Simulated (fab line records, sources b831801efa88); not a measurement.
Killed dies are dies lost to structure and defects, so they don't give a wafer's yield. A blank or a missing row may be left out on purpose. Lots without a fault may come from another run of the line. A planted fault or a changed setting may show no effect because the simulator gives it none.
Which tool did it? | flow sky130 | 11 lots, 33 wafers sampled, at 1 step of a route of 708

WHAT THE GAUGES READ, wafer by wafer
SKY_VIA3_BOW_MEAS_03.
lot  | measured     | on            | VIA3_BOW (um)
L168 | day 39 05:49 | film_metro-03 | 79 81 76
L169 | day 39 08:04 | film_metro-01 | 93 83 84
L170 | day 40 10:25 | film_metro-03 | 88 79 84
L171 | day 40 14:54 | film_metro-03 | 84 83 72
L173 | day 41 01:57 | film_metro-01 | 85 83 85
L176 | day 41 21:01 | film_metro-03 | 92 84 77
L180 | day 43 00:47 | film_metro-03 | 74 69 81
L181 | day 43 16:11 | film_metro-01 | 88 80 74
L184 | day 43 22:49 | film_metro-01 | 81 70 70
L186 | day 44 06:13 | film_metro-03 | 70 66 76
L187 | day 44 09:30 | film_metro-02 | 80 86 80

WHICH TOOL RAN EACH LOT (tool, then ch and the chambers of the sampled wafers, then the start)
The record holds no process step before these readings.

THE ANSWER, worked out from the rows above alone
Rule: what is usual is taken from the lots themselves. Put in order of their means at a reading, lots are off if they are a third of the lots or fewer, leave a main group of 4 or more, and stand apart from it by a gap of 3 or more times the standard deviation of the main group's means; of several such gaps the widest counts. A main group whose means are all the same, to the digits that the tables above print for the reading, isn't used. A lot without any number at a reading at which 4 lots or more have one is off too. The other lots that the step has rows for count as sound.
No lot is off at any reading shown: from this, nothing can be told.

WHAT THE SIMULATOR HAD PUT IN
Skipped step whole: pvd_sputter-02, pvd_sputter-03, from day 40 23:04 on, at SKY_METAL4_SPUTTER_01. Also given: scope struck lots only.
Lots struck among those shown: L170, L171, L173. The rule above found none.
